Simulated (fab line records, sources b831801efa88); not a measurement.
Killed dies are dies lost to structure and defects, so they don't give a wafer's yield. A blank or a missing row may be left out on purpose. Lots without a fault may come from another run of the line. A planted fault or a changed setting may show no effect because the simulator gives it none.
fab line records | flow gf180mcu
record lots=5 wafers=15 last_day=33
route steps=602 shown V2@390 M3@409 V3@429
lots that met no fault: from a run of the same line without faults
start_h: hours from the record's first day to the start of the lot's first wafer shown | wait_h: hours since the lot's step before | " the same as in the row above | L1.1+2: a row that stands for several wafers | - no value, or no start given | * or withheld: withheld | < > ~ a bound
route shown NAME@n: a module of which the file shows steps, and the number in the route of the first | usual: mean/standard deviation of fault-free wafers | same: alike in all rows | chamber/n: place in a boat | sites: the reading at each site | _std_site: their standard deviation | _edge_site: outer sites' mean less inner sites' | radius_mm: how far each site lies from the wafer's centre | mask NAME#n: copy n | behind: the tool/chamber that last shaped the wafer | hold: why the lot was held/for how many hours/how that ended | device: the transistor (n, p or np) that didn't switch | end of line: the same wafers' tests at the end of the route | a step without rows: its recipe alone | killed: dies lost to structure and defects at the first sort, not the wafer's yield | map: a wafer's dies, x killed, . not, _ none there
set.NAME: the setting as run; set.NAME@STEP: as run at that earlier step | model.NAME: the simulator's own value behind a step, which no gauge read
lots at some steps of the route; a table a step, a row a wafer
services: from which hour (start_h, from the record's first day; less than 0 if before it) a tool's chamber was out of use, for how many hours, and why
## steps
# step GF_V2_COAT_08
# recipe resist=BARC temp_c=withheld time_s=withheld spin_rpm=withheld resist_thk_nm=withheld
# columns lot.wafer tool chamber start_h wait_h
L074.1+5+6 litho_track-02 0 453.33 0.1
L084.1+3+4 litho_track-01 0 543.52 0.1
L085.3+4+5 litho_track-04 0 556.04 0.1
L088.1+3+5 litho_track-02 0 579.78 0.1
L092.2+3+6 litho_track-01 0 607.99 0.1
# step GF_V2_COAT_09
# recipe resist=KrF spin_rpm=withheld resist_thk_nm=1000
# columns lot.wafer tool chamber start_h wait_h
L074.1+5+6 litho_track-02 0 - -
L084.1+3+4 litho_track-01 0 - -
L085.3+4+5 litho_track-04 0 - -
L088.1+3+5 litho_track-02 0 - -
L092.2+3+6 litho_track-01 0 - -
# step GF_V2_SOFTBAKE_10
# recipe temp_c=130 time_s=60 resist=KrF
# columns lot.wafer tool chamber start_h wait_h
L074.1+5+6 litho_track-02 0 - -
L084.1+3+4 litho_track-01 0 - -
L085.3+4+5 litho_track-04 0 - -
L088.1+3+5 litho_track-02 0 - -
L092.2+3+6 litho_track-01 0 - -
# step GF_V2_EXPOSE_11
# recipe mask_id=Via2 target_cd_nm=260 na=0.68 source_shape=conventional sigma_outer=0.6 dose_mj=38
# columns lot.wafer tool chamber start_h wait_h mask
L074.1+5+6 krf_scanner-02 0 - - Via2#0
L084.1+3+4 krf_scanner-02 0 - - Via2#0
L085.3+4+5 krf_scanner-01 0 - - Via2#0
L088.1+3+5 krf_scanner-02 0 - - Via2#0
L092.2+3+6 krf_scanner-02 0 - - Via2#0
# step GF_V2_PEB_12
# recipe peb_temp_c=135 peb_time_s=90 resist=KrF
# columns lot.wafer tool chamber start_h wait_h
L074.1+5+6 litho_track-04 0 - -
L084.1+3+4 litho_track-04 0 - -
L085.3+4+5 litho_track-04 0 - -
L088.1+3+5 litho_track-04 0 - -
L092.2+3+6 litho_track-02 0 - -
# step GF_V2_DEVELOP_13
# recipe develop_time_s=60 resist=KrF dev_temp_c=21
# same develop_time_s=60
# columns lot.wafer tool chamber start_h wait_h
L074.1+5+6 litho_track-04 0 465.99 0.2
L084.1+3+4 litho_track-04 0 554.14 0.2
L085.3+4+5 litho_track-04 0 567.09 0.1
L088.1+3+5 litho_track-04 0 590.89 0.2
L092.2+3+6 litho_track-02 0 618.86 0.2
# step GF_V2_CD_MEAS_14
# recipe target_cd_nm=260
# usual cd_nm=259.7/1.1
# columns lot.wafer tool chamber start_h wait_h cd_nm
L074.1 cd_sem-01 - 466.14 0.1 260.9
L074.5 " - " " 260.6
L074.6 " - " " 259.8
L084.1 cd_sem-02 - 554.29 0.1 260.2
L084.3 " - " " 259.8
L084.4 " - " " 261.3
L085.3 cd_sem-02 - 567.23 0.1 260.0
L085.4 " - " " 259.0
L085.5 " - " " 259.6
L088.1 cd_sem-01 - 591.04 0.1 262.9
L088.3 " - " " 261.9
L088.5 " - " " 261.8
L092.2 cd_sem-01 - 619.11 0.2 258.9
L092.3 " - " " 258.7
L092.6 " - " " 259.4
# step GF_V2_OVL_MEAS_15
# usual V2_OVL=-2/5.4
# columns lot.wafer tool chamber start_h wait_h V2_OVL[nm]
L074.1 overlay-01 - 466.26 0.1 -2
L074.5 " - " " -4
L074.6 " - " " 4
L084.1 overlay-02 - 554.41 0.1 6
L084.3 " - " " 4
L084.4 " - " " 2
L085.3 overlay-01 - 567.32 0.1 -7
L085.4 " - " " 0
L085.5 " - " " -4
L088.1 overlay-02 - 591.16 0.1 -6
L088.3 " - " " 3
L088.5 " - " " -2
L092.2 overlay-02 - 619.22 0.1 2
L092.3 " - " " -5
L092.6 " - " " 4
# step GF_V2_ETCH_16
# recipe chemistry=N2/H2 target_depth_a=withheld overetch_a=withheld time_s=withheld target=BARC ion_energy_ev=200 source_w=500 bias_w=100 pressure_mtorr=30 n2_flow_sccm=100 h2_flow_sccm=200
# usual bias_w=100.0/0.31 drypump_motor_current_A=5.8/0.54 oes_product_au=0.854/0.0045 rf_fwd_power_W=495.6/1.7 throttle_valve_pct=13.224/0.0086
# columns lot.wafer tool chamber start_h wait_h bias_w drypump_motor_current_A oes_product_au rf_fwd_power_W throttle_valve_pct
L074.1 rie_diel-02 2 466.29 0.0 100.5 6.4 0.853 496.5 13.228
L074.5 " 3 " " 99.9 5.4 0.857 494.0 13.230
L074.6 " 2 " " 100.1 6.4 0.858 495.8 13.240
L084.1 rie_diel-02 2 554.44 0.0 99.8 6.4 0.855 494.6 13.225
L084.3 " 1 " " 99.6 5.9 0.850 496.0 13.223
L084.4 " 0 " " 99.7 6.3 0.855 495.3 13.242
L085.3 rie_diel-04 1 567.34 0.0 99.9 6.1 0.850 493.0 13.212
L085.4 " 3 " " 99.9 5.3 0.854 497.1 13.227
L085.5 " 3 " " 99.8 5.3 0.858 497.9 13.228
L088.1 rie_diel-03 2 591.19 0.0 99.4 5.4 0.854 498.7 13.243
L088.3 " 1 " " 99.4 4.7 0.860 494.9 13.218
L088.5 " 3 " " 99.5 5.7 0.853 495.8 13.223
L092.2 rie_diel-03 3 619.25 0.0 99.7 5.7 0.860 496.4 13.220
L092.3 " 2 " " 100.5 5.4 0.851 495.1 13.235
L092.6 " 2 " " 100.7 5.4 0.855 494.6 13.230
# step GF_V2_ETCH_17
# recipe chemistry=C4F8/O2/Ar mask_material=KrF target=SiO2 stop_on=TiN source_w=1500 bias_w=1200 pressure_mtorr=40 c4f8_flow_sccm=withheld O2_flow_sccm=6 Ar_flow_sccm=300 time_s=withheld target_depth_a=6300
# usual bias_w=1200/3.9 oes_product_au=0.857/0.0048 rf_fwd_power_W=1494/4.4
# columns lot.wafer tool chamber start_h wait_h bias_w oes_product_au rf_fwd_power_W
L074.1 rie_diel-02 2 - - 1203 0.853 1495
L074.5 " 3 " " 1196 0.851 1491
L074.6 " 2 " " 1203 0.863 1493
L084.1 rie_diel-02 2 - - 1202 0.856 1500
L084.3 " 1 " " 1196 0.859 1495
L084.4 " 0 " " 1200 0.852 1503
L085.3 rie_diel-04 1 - - 1198 0.861 1493
L085.4 " 3 " " 1195 0.855 1494
L085.5 " 3 " " 1195 0.862 1496
L088.1 rie_diel-03 2 - - 1194 0.854 1501
L088.3 " 1 " " 1195 0.851 1491
L088.5 " 3 " " 1205 0.857 1490
L092.2 rie_diel-03 3 - - 1205 0.863 1491
L092.3 " 2 " " 1201 0.860 1496
L092.6 " 2 " " 1196 0.856 1494
# step GF_V2_STRIP_18
# recipe chemistry=O2/N2 power_w=1400 pressure_mtorr=1500 platen_temp_c=250 o2_flow_sccm=3000 n2_flow_sccm=300 overash_fraction=0.5
# usual drypump_motor_current_A=5.9/0.55 heater_power_w=325/23 oes_product_au=0.592/0.0048
# columns lot.wafer tool chamber start_h wait_h drypump_motor_current_A heater_power_w oes_product_au rf_hours_counter_h
L074.1 plasma_asher-04 0 466.42 - 5.8 350 0.597 4
L074.5 " 1 " " 5.7 306 0.595 -
L074.6 " 0 " " 5.8 360 0.588 -
L084.1 plasma_asher-03 0 554.57 - 6.8 324 0.586 90
L084.3 " 1 " " 4.9 319 0.595 -
L084.4 " 0 " " 6.7 332 0.589 -
L085.3 plasma_asher-04 1 567.50 - 5.7 314 0.587 -
L085.4 " 0 " " 5.8 356 0.589 -
L085.5 " 1 " " 5.7 309 0.593 -
L088.1 plasma_asher-01 0 591.32 - 6.1 295 0.595 84
L088.3 " 1 " " 6.2 335 0.598 -
L088.5 " 1 " " 6.1 321 0.598 -
L092.2 plasma_asher-04 1 619.38 - 5.7 307 0.592 22
L092.3 " 1 " " 5.7 305 0.597 -
L092.6 " 0 " " 5.8 356 0.594 -
# step GF_V2_STRIP_19
# recipe chemistry=post_etch_residue_remover time_s=1200 temp_c=72.5
# columns lot.wafer tool chamber start_h wait_h
L074.1+5+6 wet_bench-03 2 466.52 0.1
L084.1+3+4 wet_bench-04 3 554.67 0.1
L085.3+4+5 wet_bench-03 3 567.57 0.0
L088.1+3+5 wet_bench-04 3 591.42 0.1
L092.2+3+6 wet_bench-03 0 619.48 0.1
# step GF_V2_CLEAN_20
# recipe chemistry=DIW dry=n2_spin
# columns lot.wafer tool chamber start_h wait_h
L074.1+5+6 wet_bench-04 0 466.87 0.0
L084.1+3+4 wet_bench-01 0 555.01 0.0
L085.3+4+5 wet_bench-04 1 567.91 0.0
L088.1+3+5 wet_bench-03 2 591.76 0.0
L092.2+3+6 wet_bench-01 2 619.82 0.0
# step GF_V2_SPUTTER_21
# recipe material=Ti target_thk_nm=15 chamber_pressure_pa=5 power_w=2500 substrate_temp_c=200 time_s=80.02
# usual throttle_valve_pct=30.4/0.85
# columns lot.wafer tool chamber start_h wait_h throttle_valve_pct
L074.1 pvd_sputter-01 - 466.96 0.0 31.0
L074.5 " - " " 30.8
L074.6 " - " " 30.5
L084.1 pvd_sputter-03 - 555.11 0.0 30.2
L084.3 " - " " 31.5
L084.4 " - " " 30.0
L085.3 pvd_sputter-01 - 568.00 0.0 30.9
L085.4 " - " " 30.8
L085.5 " - " " 30.9
L088.1 pvd_sputter-03 - 591.85 0.0 30.6
L088.3 " - " " 31.6
L088.5 " - " " 30.2
L092.2 pvd_sputter-04 - 619.91 0.0 32.2
L092.3 " - " " 30.9
L092.6 " - " " 30.8
# step GF_V2_SPUTTER_22
# recipe material=TiN target_thk_nm=10 chamber_pressure_pa=5 power_w=4000 time_s=40
# usual throttle_valve_pct=30.5/0.84
# columns lot.wafer tool chamber start_h wait_h throttle_valve_pct
L074.1 pvd_sputter-01 - 467.02 0.0 30.9
L074.5 " - " " 30.5
L074.6 " - " " 30.5
L084.1 pvd_sputter-03 - 555.17 0.0 30.3
L084.3 " - " " 31.7
L084.4 " - " " 29.7
L085.3 pvd_sputter-01 - 568.07 0.0 31.0
L085.4 " - " " 30.8
L085.5 " - " " 30.9
L088.1 pvd_sputter-03 - 591.92 0.0 30.6
L088.3 " - " " 31.6
L088.5 " - " " 30.3
L092.2 pvd_sputter-04 - 619.97 0.0 32.1
L092.3 " - " " 31.2
L092.6 " - " " 31.2
# step GF_V2_CVD_23
# recipe material=W target_thk_nm=350 time_s=104.94 temp_c=400 pressure_torr=40
# usual heater_power_w=924/150
# columns lot.wafer tool chamber start_h wait_h heater_power_w since_wet_clean_h
L074.1 cvd_w-01 0 467.06 0.0 934 563
L074.5 " 0 " " 979 -
L074.6 " 1 " " 1126 -
L084.1 cvd_w-02 0 555.21 0.0 705 151
L084.3 " 0 " " 717 -
L084.4 " 1 " " 751 -
L085.3 cvd_w-01 1 568.14 0.1 1133 -
L085.4 " 0 " " 964 -
L085.5 " 0 " " 923 -
L088.1 cvd_w-01 0 591.95 0.0 941 688
L088.3 " 0 " " 977 -
L088.5 " 0 " " 931 -
L092.2 cvd_w-02 1 620.01 0.0 790 216
L092.3 " 1 " " 768 -
L092.6 " 1 " " 798 -
# step GF_V2_RS_MEAS_24
# recipe thk_meas_gauge=four-point-probe reads=W_of_V2_CVD_23+TiN_of_V2_SPUTTER_22+Ti_of_V2_SPUTTER_21
# usual V2_W_RS=0.324/0.0044
# columns lot.wafer tool chamber start_h wait_h V2_W_RS[ohm/sq]
L074.1 film_metro-04 - 467.17 0.1 0.325
L074.5 " - " " 0.322
L074.6 " - " " 0.317
L084.1 film_metro-04 - 555.32 0.1 0.325
L084.3 " - " " 0.326
L084.4 " - " " 0.330
L085.3 film_metro-01 - 568.26 0.1 0.317
L085.4 " - " " 0.324
L085.5 " - " " 0.325
L088.1 film_metro-03 - 592.07 0.1 0.332
L088.3 " - " " 0.332
L088.5 " - " " 0.329
L092.2 film_metro-04 - 620.14 0.1 0.325
L092.3 " - " " 0.325
L092.6 " - " " 0.329
# step GF_V2_THK_MEAS_25
# recipe thk_meas_gauge=xrf reads=W_of_V2_CVD_23
# usual V2_W_THK=351/5.5
# columns lot.wafer tool chamber start_h wait_h V2_W_THK[nm]
L074.1 film_metro-04 - 467.29 0.1 350
L074.5 " - " " 351
L074.6 " - " " 359
L084.1 film_metro-04 - 555.44 0.1 352
L084.3 " - " " 351
L084.4 " - " " 343
L085.3 film_metro-01 - 568.36 0.1 357
L085.4 " - " " 352
L085.5 " - " " 347
L088.1 film_metro-03 - 592.19 0.1 346
L088.3 " - " " 345
L088.5 " - " " 350
L092.2 film_metro-04 - 620.25 0.1 349
L092.3 " - " " 351
L092.6 " - " " 345
# step GF_V2_CMP_26
# recipe stop_on=SiO2 down_force_psi=3.5 platen_rpm=60 t_overpolish_s=15 target_thk_nm=0 pad_velocity_m_s=0.94248
# usual motor_current_A=10.9/1.2 overpolish_run_s=15.000/0.0088 platen_rpm=60.00/0.042 time_to_endpoint_s=86/3.4
# columns lot.wafer tool chamber start_h wait_h motor_current_A overpolish_run_s platen_rpm time_to_endpoint_s
L074.1 cmp-01 1 467.50 0.2 13.2 15.002 59.99 90
L074.6 " 2 " " 10.0 14.994 60.00 86
L074.5 " 3 " " 10.6 14.993 60.02 84
L084.1 cmp-02 0 555.50 0.1 9.7 15.001 60.08 88
L084.3 " 2 " " 11.1 15.006 60.00 94
L084.4 " 3 " " 11.4 14.981 60.00 86
L085.4 cmp-02 0 568.45 0.1 9.2 14.996 59.96 82
L085.3 " 1 " " 9.5 14.999 60.03 85
L085.5 " 0 " " 10.2 14.994 59.95 83
L088.3 cmp-01 2 592.25 0.0 9.6 14.999 60.04 85
L088.1 " 0 " " 11.0 14.984 60.01 88
L088.5 " 2 " " 9.1 14.993 59.98 84
L092.3 cmp-01 0 620.30 0.0 11.0 14.984 60.02 86
L092.2 " 1 " " 13.4 14.996 59.98 89
L092.6 " 0 " " 11.5 14.981 59.96 83
# step GF_M3_SPUTTER_00
# recipe material=Ti target_thk_nm=37.5 arriving_ion_energy_ev=80 substrate_temp_c=200 chamber_pressure_pa=2 power_w=4000 time_s=150
# usual throttle_valve_pct=30.6/1.4
# columns lot.wafer tool chamber start_h wait_h throttle_valve_pct
L074.1 pvd_sputter-02 - 467.65 0.1 29.0
L074.5 " - " " 32.1
L074.6 " - " " 29.0
L084.1 pvd_sputter-02 - 555.80 0.2 30.8
L084.3 " - " " 28.9
L084.4 " - " " 31.3
L085.3 pvd_sputter-04 - 568.70 0.1 31.1
L085.4 " - " " 32.1
L085.5 " - " " 30.2
L088.1 pvd_sputter-02 - 592.55 0.1 28.9
L088.3 " - " " 31.3
L088.5 " - " " 30.7
L092.2 pvd_sputter-04 - 620.60 0.2 32.3
L092.3 " - " " 30.9
L092.6 " - " " 30.2
# step GF_M3_SPUTTER_01
# recipe material=TiN target_thk_nm=30 power_w=6500 time_s=25 chamber_pressure_pa=0.4
# usual throttle_valve_pct=30.6/1.4
# columns lot.wafer tool chamber start_h wait_h throttle_valve_pct
L074.1 pvd_sputter-02 - 467.75 0.1 29.1
L074.5 " - " " 32.2
L074.6 " - " " 29.0
L084.1 pvd_sputter-02 - 555.90 0.1 30.5
L084.3 " - " " 29.0
L084.4 " - " " 31.3
L085.3 pvd_sputter-04 - 568.80 0.1 31.2
L085.4 " - " " 32.1
L085.5 " - " " 30.4
L088.1 pvd_sputter-02 - 592.65 0.1 29.1
L088.3 " - " " 31.2
L088.5 " - " " 30.7
L092.2 pvd_sputter-04 - 620.70 0.1 32.2
L092.3 " - " " 31.1
L092.6 " - " " 30.2
# step GF_M3_SPUTTER_02
# recipe material=AlCu target_thk_nm=450 power_w=10600 time_s=23.9 chamber_pressure_pa=0.4
# usual throttle_valve_pct=30.6/1.4
# columns lot.wafer tool chamber start_h wait_h throttle_valve_pct
L074.1 pvd_sputter-02 - 467.78 0.0 28.8
L074.5 " - " " 32.0
L074.6 " - " " 29.0
L084.1 pvd_sputter-02 - 555.93 0.0 30.7
L084.3 " - " " 29.3
L084.4 " - " " 31.2
L085.3 pvd_sputter-04 - 568.83 0.0 31.3
L085.4 " - " " 32.4
L085.5 " - " " 30.5
L088.1 pvd_sputter-02 - 592.68 0.0 29.0
L088.3 " - " " 31.0
L088.5 " - " " 31.0
L092.2 pvd_sputter-04 - 620.74 0.0 32.2
L092.3 " - " " 31.0
L092.6 " - " " 30.3
# step GF_M3_SPUTTER_03
# recipe material=Ti target_thk_nm=10 substrate_temp_c=300 chamber_pressure_pa=0.3 power_w=3000 time_s=6.7
# usual throttle_valve_pct=30.6/1.4
# columns lot.wafer tool chamber start_h wait_h throttle_valve_pct
L074.1 pvd_sputter-02 - 467.81 0.0 29.0
L074.5 " - " " 32.4
L074.6 " - " " 29.0
L084.1 pvd_sputter-02 - 555.96 0.0 31.0
L084.3 " - " " 29.0
L084.4 " - " " 31.4
L085.3 pvd_sputter-04 - 568.86 0.0 31.1
L085.4 " - " " 32.1
L085.5 " - " " 30.4
L088.1 pvd_sputter-02 - 592.71 0.0 29.1
L088.3 " - " " 31.2
L088.5 " - " " 30.8
L092.2 pvd_sputter-04 - 620.77 0.0 32.2
L092.3 " - " " 31.3
L092.6 " - " " 30.3
# step GF_M3_SPUTTER_04
# recipe material=TiN target_thk_nm=50 power_w=6500 time_s=41.7 chamber_pressure_pa=0.4
# usual throttle_valve_pct=30.6/1.4
# columns lot.wafer tool chamber start_h wait_h throttle_valve_pct
L074.1 pvd_sputter-02 - 467.83 0.0 29.0
L074.5 " - " " 32.1
L074.6 " - " " 29.0
L084.1 pvd_sputter-02 - 555.98 0.0 30.7
L084.3 " - " " 28.9
L084.4 " - " " 30.8
L085.3 pvd_sputter-04 - 568.88 0.0 31.0
L085.4 " - " " 32.1
L085.5 " - " " 30.2
L088.1 pvd_sputter-02 - 592.73 0.0 28.9
L088.3 " - " " 31.1
L088.5 " - " " 30.8
L092.2 pvd_sputter-04 - 620.79 0.0 31.9
L092.3 " - " " 31.2
L092.6 " - " " 30.0
# step GF_M3_RS_MEAS_05
# recipe thk_meas_gauge=four-point-probe reads=TiN_of_M3_SPUTTER_04+Ti_of_M3_SPUTTER_03+AlCu_of_M3_SPUTTER_02+TiN_of_M3_SPUTTER_01+Ti_of_M3_SPUTTER_00
# usual M3_ALCU_RS=0.0695/0.0009
# columns lot.wafer tool chamber start_h wait_h M3_ALCU_RS[ohm/sq]
L074.1 film_metro-02 - 467.87 0.0 0.0703
L074.5 " - " " 0.0705
L074.6 " - " " 0.0700
L084.1 film_metro-02 - 556.02 0.0 0.0700
L084.3 " - " " 0.0692
L084.4 " - " " 0.0706
L085.3 film_metro-04 - 568.96 0.1 0.0682
L085.4 " - " " 0.0701
L085.5 " - " " 0.0689
L088.1 film_metro-02 - 592.77 0.0 0.0693
L088.3 " - " " 0.0710
L088.5 " - " " 0.0709
L092.2 film_metro-01 - 620.85 0.0 0.0693
L092.3 " - " " 0.0676
L092.6 " - " " 0.0683
# step GF_M3_THK_MEAS_06
# recipe thk_meas_gauge=xrf reads=AlCu_of_M3_SPUTTER_02
# usual M3_ALCU_THK=450/5.7
# columns lot.wafer tool chamber start_h wait_h M3_ALCU_THK[nm]
L074.1 film_metro-02 - 467.99 0.1 448
L074.5 " - " " 445
L074.6 " - " " 447
L084.1 film_metro-02 - 556.14 0.1 447
L084.3 " - " " 453
L084.4 " - " " 442
L085.3 film_metro-04 - 569.06 0.1 452
L085.4 " - " " 445
L085.5 " - " " 452
L088.1 film_metro-02 - 592.89 0.1 453
L088.3 " - " " 441
L088.5 " - " " 444
L092.2 film_metro-01 - 620.96 0.1 448
L092.3 " - " " 460
L092.6 " - " " 455
# step GF_M3_DEHYDRATE_07
# recipe temp_c=200 time_s=60
# columns lot.wafer tool chamber start_h wait_h
L074.1+5+6 litho_track-02 0 479.48 11.5
L084.1+3+4 litho_track-02 0 566.58 10.4
L085.3+4+5 litho_track-02 0 578.93 9.9
L088.1+3+5 litho_track-01 0 602.57 9.7
L092.2+3+6 litho_track-01 0 631.04 10.1
# step GF_M3_HMDS_08
# recipe prime_time_s=60 prime_temp_c=120
# columns lot.wafer tool chamber start_h wait_h
L074.1+5+6 litho_track-02 0 479.63 0.1
L084.1+3+4 litho_track-02 0 566.73 0.1
L085.3+4+5 litho_track-02 0 579.08 0.1
L088.1+3+5 litho_track-01 0 602.72 0.1
L092.2+3+6 litho_track-01 0 631.19 0.1
# step GF_M3_COAT_09
# recipe resist=KrF spin_rpm=withheld resist_thk_nm=1000
# columns lot.wafer tool chamber start_h wait_h
L074.1+5+6 litho_track-02 0 479.78 0.1
L084.1+3+4 litho_track-02 0 566.88 0.1
L085.3+4+5 litho_track-02 0 579.23 0.1
L088.1+3+5 litho_track-01 0 602.87 0.1
L092.2+3+6 litho_track-01 0 631.34 0.1
# step GF_M3_SOFTBAKE_10
# recipe temp_c=130 time_s=60 resist=KrF
# columns lot.wafer tool chamber start_h wait_h
L074.1+5+6 litho_track-02 0 479.93 0.1
L084.1+3+4 litho_track-02 0 567.03 0.1
L085.3+4+5 litho_track-02 0 579.38 0.1
L088.1+3+5 litho_track-01 0 603.02 0.1
L092.2+3+6 litho_track-01 0 631.49 0.1
# step GF_M3_EXPOSE_11
# recipe mask_id=Metal3 target_cd_nm=280 na=0.68 source_shape=conventional sigma_outer=0.6 dose_mj=28
# columns lot.wafer tool chamber start_h wait_h mask
L074.1+5+6 krf_scanner-02 0 - - Metal3#0
L084.1+3+4 krf_scanner-01 0 - - Metal3#0
L085.3+4+5 krf_scanner-02 0 - - Metal3#0
L088.1+3+5 krf_scanner-02 0 - - Metal3#0
L092.2+3+6 krf_scanner-02 0 - - Metal3#0
# step GF_M3_PEB_12
# recipe peb_temp_c=135 peb_time_s=90 resist=KrF
# columns lot.wafer tool chamber start_h wait_h
L074.1+5+6 litho_track-02 0 - -
L084.1+3+4 litho_track-01 0 - -
L085.3+4+5 litho_track-03 0 - -
L088.1+3+5 litho_track-01 0 - -
L092.2+3+6 litho_track-01 0 - -
# step GF_M3_DEVELOP_13
# recipe develop_time_s=60 dev_temp_c=21
# same develop_time_s=60
# columns lot.wafer tool chamber start_h wait_h
L074.1+5+6 litho_track-02 0 491.38 0.2
L084.1+3+4 litho_track-01 0 577.82 0.2
L085.3+4+5 litho_track-03 0 590.17 0.1
L088.1+3+5 litho_track-01 0 613.52 0.2
L092.2+3+6 litho_track-01 0 641.59 0.2
# step GF_M3_CD_MEAS_14
# recipe target_cd_nm=280
# usual cd_nm=279.6/1.2
# columns lot.wafer tool chamber start_h wait_h cd_nm
L074.1 cd_sem-02 - 491.53 0.1 279.5
L074.5 " - " " 280.1
L074.6 " - " " 279.9
L084.1 cd_sem-01 - 577.97 0.1 277.7
L084.3 " - " " 277.5
L084.4 " - " " 277.3
L085.3 cd_sem-01 - 590.34 0.1 281.9
L085.4 " - " " 281.8
L085.5 " - " " 281.8
L088.1 cd_sem-01 - 613.67 0.1 278.5
L088.3 " - " " 280.4
L088.5 " - " " 278.5
L092.2 cd_sem-01 - 641.74 0.1 278.7
L092.3 " - " " 279.6
L092.6 " - " " 279.4
# step GF_M3_OVL_MEAS_15
# usual M3_OVL=0/5.2
# columns lot.wafer tool chamber start_h wait_h M3_OVL[nm]
L074.1 overlay-02 - 491.65 0.1 0
L074.5 " - " " -2
L074.6 " - " " 0
L084.1 overlay-02 - 578.09 0.1 -4
L084.3 " - " " -1
L084.4 " - " " 0
L085.3 overlay-01 - 590.43 0.1 -12
L085.4 " - " " -15
L085.5 " - " " -1
L088.1 overlay-01 - 613.79 0.1 -8
L088.3 " - " " -5
L088.5 " - " " -9
L092.2 overlay-01 - 641.84 0.1 -1
L092.3 " - " " 3
L092.6 " - " " 0
# step GF_M3_METAL_ETCH_16
# recipe chemistry=Cl2/BCl3 mask_material=KrF target_depth_nm=627.5 stop_on=SiO2 pressure_mtorr=8 icp_w=800 bias_w=140 Cl2_flow_sccm=80 bcl3_flow_sccm=40 time_s=104.6
# usual bias_w=140.0/0.38 drypump_motor_current_A=5.9/0.38 oes_product_au=0.973/0.0075 rf_fwd_power_W=795.9/2.7 throttle_valve_pct=28.250/0.012
# columns lot.wafer tool chamber start_h wait_h bias_w drypump_motor_current_A oes_product_au rf_fwd_power_W rf_hours_counter_h throttle_valve_pct
L074.1 rie_metal-02 0 491.69 0.0 139.9 5.2 0.972 798.1 10 28.254
L074.5 " 0 " " 139.7 5.2 0.969 793.8 - 28.273
L074.6 " 0 " " 139.6 5.2 0.965 795.0 - 28.256
L084.1 rie_metal-03 1 578.12 0.0 139.9 6.2 0.966 795.1 5 28.234
L084.3 " 1 " " 139.8 6.1 0.977 796.1 - 28.265
L084.4 " 1 " " 139.5 6.1 0.971 795.7 - 28.262
L085.3 rie_metal-02 1 590.53 0.1 139.5 5.5 0.984 794.0 - 28.249
L085.4 " 1 " " 139.4 5.4 0.977 793.5 - 28.250
L085.5 " 1 " " 139.5 5.4 0.965 796.5 - 28.252
L088.1 rie_metal-03 1 613.82 0.0 140.0 6.2 0.973 795.3 6 28.256
L088.3 " 1 " " 140.4 6.1 0.965 798.9 - 28.252
L088.5 " 1 " " 140.1 6.2 0.960 798.7 - 28.265
L092.2 rie_metal-01 1 641.87 0.0 139.9 6.2 0.969 793.6 3 28.259
L092.3 " 0 " " 139.6 6.0 0.986 795.1 - 28.221
L092.6 " 1 " " 140.5 6.2 0.975 800.6 - 28.254
# step GF_M3_STRIP_17
# recipe chemistry=O2/N2 power_w=1400 pressure_mtorr=1500 platen_temp_c=250 o2_flow_sccm=3000 n2_flow_sccm=300 overash_fraction=0.5
# usual drypump_motor_current_A=5.4/0.38 heater_power_w=305/22 oes_product_au=0.558/0.0046 strip_time_to_endpoint_s=7.89/0.047
# columns lot.wafer tool chamber start_h wait_h drypump_motor_current_A heater_power_w oes_product_au rf_hours_counter_h strip_time_to_endpoint_s
L074.1 plasma_asher-01 1 491.91 0.2 6.2 332 0.555 76 7.85
L074.5 " 0 " " 6.1 290 0.559 - 7.82
L074.6 " 1 " " 6.2 323 0.557 - 7.81
L084.1 plasma_asher-04 0 578.35 0.2 5.7 356 0.557 17 7.91
L084.3 " 1 " " 5.7 312 0.556 - 7.90
L084.4 " 0 " " 5.8 357 0.558 - 7.87
L085.3 plasma_asher-04 0 590.72 0.1 5.8 363 0.558 - 7.92
L085.4 " 1 " " 5.7 306 0.557 - 7.92
L085.5 " 0 " " 5.8 356 0.564 - 7.91
L088.1 plasma_asher-02 1 613.94 0.1 5.3 300 0.553 55 7.84
L088.3 " 0 " " 5.1 296 0.551 - 7.84
L088.5 " 0 " " 5.1 292 0.549 - 7.85
L092.2 plasma_asher-04 0 641.99 0.1 5.8 364 0.556 25 7.93
L092.3 " 1 " " 5.7 312 0.568 - 7.92
L092.6 " 0 " " 5.8 350 0.570 - 7.93
# step GF_M3_STRIP_18
# recipe chemistry=post_etch_residue_remover time_s=1200 temp_c=72.5
# columns lot.wafer tool chamber start_h wait_h
L074.1+5+6 wet_bench-01 3 492.01 0.1
L084.1+3+4 wet_bench-04 2 578.45 0.1
L085.3+4+5 wet_bench-04 1 590.78 0.0
L088.1+3+5 wet_bench-02 1 614.04 0.1
L092.2+3+6 wet_bench-04 0 642.09 0.1
# step GF_M3_CLEAN_19
# recipe chemistry=DIW dry=n2_spin
# columns lot.wafer tool chamber start_h wait_h
L074.1+5+6 wet_bench-02 0 492.35 0.0
L084.1+3+4 wet_bench-01 1 578.79 0.0
L085.3+4+5 wet_bench-01 1 591.12 0.0
L088.1+3+5 wet_bench-04 0 614.38 0.0
L092.2+3+6 wet_bench-02 1 642.43 0.0
# step GF_V3_CVD_00
# recipe material=SiO2 target_thk_nm=600 sigma_open_frac=0.3 temp_c=400 time_s=100 sih4_flow_sccm=60 pressure_mtorr=6
# columns lot.wafer tool chamber start_h wait_h
L074.1+5+6 hdpcvd-02 1,2,0 492.45 0.0
L084.1+3+4 hdpcvd-01 0,1,2 578.88 0.0
L085.3+4+5 hdpcvd-02 0,1,2 591.22 0.0
L088.1+3+5 hdpcvd-01 1,2,0 614.47 0.0
L092.2+3+6 hdpcvd-02 0,2,0 642.54 0.0
## services
# columns tool chamber start_h hours kind
krf_scanner-02 - 430.64 0.8 pm
krf_scanner-02 - 434.61 1.0 pm
rie_diel-03 2 438.78 2.7 repair
cvd_w-01 - 452.08 0.5 repair
pvd_sputter-02 - 459.01 8.3 repair
cvd_w-01 1 483.52 9.4 repair
rie_diel-03 1 490.41 8.9 repair
pvd_sputter-01 - 492.98 2.6 repair
rie_diel-02 1 493.25 10.6 repair
krf_scanner-02 - 494.02 3.6 pm
krf_scanner-02 - 497.58 1.3 pm
krf_scanner-02 - 498.57 1.3 repair
pvd_sputter-03 - 512.91 1.0 repair
hdpcvd-02 0 516.17 2.3 repair
cmp-01 - 516.56 1.1 repair
pvd_sputter-02 - 525.37 2.5 repair
pvd_sputter-03 - 526.40 10.5 repair
rie_diel-03 0 526.86 9.6 repair
pvd_sputter-03 - 528.27 0.8 repair
krf_scanner-02 - 547.76 30.2 repair
plasma_asher-04 - 569.61 1.5 repair
krf_scanner-02 - 603.61 1.0 pm
plasma_asher-04 - 626.89 0.6 repair
rie_diel-03 0 641.35 3.1 repair
## key
fault none
